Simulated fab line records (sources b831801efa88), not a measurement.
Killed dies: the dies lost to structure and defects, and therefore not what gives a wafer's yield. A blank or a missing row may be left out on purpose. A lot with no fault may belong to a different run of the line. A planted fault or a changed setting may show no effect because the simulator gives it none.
A struck lot beside a sound one | flow sky130 | 21 out of 708 route steps
Sound: these wafers, L179.1, L179.3, L179.6. Wafers L197.2, L197.3, L197.4 were the ones struck. The cause is given at the end.
Per side, at each step with rows, come the tool, then ch with its chambers, and then its first start. Under that, the readings that differ: sound wafers | struck wafers | difference of the means | sigmas: that difference in standard deviations of wafers without a fault.
alike: words and numbers the same on both sides, and readings whose means are apart by under 2 such deviations; not compared: readings that were withheld, readings missing a value for some wafer, numbers with overlapping values and no deviation given by the record, and bounds like >300 which may hide the same value.
A row with sigmas, a row that says differs or no value, or rows on one side alone: a step with any of these is where the two part. Numbers that have no deviation but don't overlap get no sigmas and don't part them. A reading missing from all wafers of one side parts the sides only when that side holds two or more wafers.

first, 2 steps without rows for these wafers: SKY_VT_ADJUST_PCH_PEB_05; SKY_VT_ADJUST_PCH_DEVELOP_06 (develop time 60 s).
SKY_VT_ADJUST_PCH_OVL_MEAS_07:
  sound on overlay-02 at day 10 19:14; struck on overlay-02 at day 16 17:47
  alike: VT_ADJUST_PCH_OVL
next, for these wafers, 1 step has no rows: SKY_VT_ADJUST_PCH_IMPLANT_08.
SKY_VT_ADJUST_PCH_STRIP_09: strips in O2/N2.
  sound on plasma-asher-04 ch 0, day 10 19:25; struck on plasma-asher-04 ch 0,1, day 16 17:58
  alike: drypump-motor-current-A, oes-product-au, strip-time-to-endpoint-s
  not compared: rf-hours-counter-h
SKY_VT_ADJUST_PCH_TW_MEAS_10:
  sound on film-metro-04 at day 10 19:31; struck on film-metro-02 at day 16 18:05
  alike: VT_ADJUST_PCH_TW
then, 6 steps without rows for these wafers: SKY_SONOS_TUNNEL_DEHYDRATE_00 (time 60 s); SKY_SONOS_TUNNEL_HMDS_01 (prime time 60 s); SKY_SONOS_TUNNEL_COAT_02 (resist thk 1140 nm); SKY_SONOS_TUNNEL_SOFTBAKE_03 (time 60 s); SKY_SONOS_TUNNEL_EXPOSE_04 (exposes mask TUNM, target cd 410 nm); SKY_SONOS_TUNNEL_PEB_05.
SKY_SONOS_TUNNEL_DEVELOP_06: develop time 60 s.
  sound on litho-track-03 ch 0, day 11 19:18; struck on litho-track-03 ch 0, day 17 23:32
SKY_SONOS_TUNNEL_CD_MEAS_07 targets a cd of 410 nm.
  sound on cd-sem-01 at day 11 19:27; struck on cd-sem-02 at day 17 23:40
  reading    | sound             | struck | difference                    | sigmas
  cd-nm (nm) | 409.1 410.4 408.3 | - - -  | no value on the struck wafers |
SKY_SONOS_TUNNEL_OVL_MEAS_08:
  sound on overlay-02 at day 11 19:34; struck on overlay-02 at day 17 23:47
  reading               | sound         | struck | difference                    | sigmas
  SONOS_TUNNEL_OVL (nm) | -0.3 -0.8 0.1 | - - -  | no value on the struck wafers |
then, 3 steps without rows for these wafers: SKY_SONOS_TUNNEL_IMPLANT_09; SKY_SONOS_TUNNEL_WET_ETCH_10 (etches SiO2 in dHF, target depth 14 nm, time 280 s); SKY_SONOS_TUNNEL_STRIP_11 (strips in SPM, time 600 s).
SKY_SONOS_TUNNEL_TW_MEAS_12:
  sound on film-metro-03 at day 11 20:02; struck on film-metro-01 at day 18 00:15
  reading         | sound             | struck         | difference | sigmas
  SONOS_TUNNEL_TW | 193.5 193.3 193.4 | 30.0 30.1 30.1 | -163.3     | -60
then, 1 step without rows for these wafers: SKY_SONOS_TUNNEL_CLEAN_13 (cleans in dHF, time 20 s).
-- a jump in the record: the struck wafers' starts before and after are 32 days apart (it breaks off in module SONOS_TUNNEL and resumes in module PAD_OPEN, where the first step shown is number 708 of the route) --
SKY_PAD_OPEN_PROBE_99:
  sound on prober-01 at day 46 04:27; struck on prober-01 at day 50 11:13
  reading             | sound     | struck      | difference | sigmas
  killed-at-front-end | 17 11 17  | 428 419 412 | +405       | +94
  killed-dies         | 105 83 79 | 492 492 492 | +403       | +42
  killed-on-rim       | 23 15 15  | 96 96 96    | +78        | +21
  alike: killed_at_M0_to_M3, killed_at_M4_up, killed-at-contacts, killed-at-other, killed-open, killed-short

WHERE THEY PART
At SKY_SONOS_TUNNEL_CD_MEAS_07 first; at SKY_PAD_OPEN_PROBE_99 last (within this record only).

WHY: the cause the simulator had injected
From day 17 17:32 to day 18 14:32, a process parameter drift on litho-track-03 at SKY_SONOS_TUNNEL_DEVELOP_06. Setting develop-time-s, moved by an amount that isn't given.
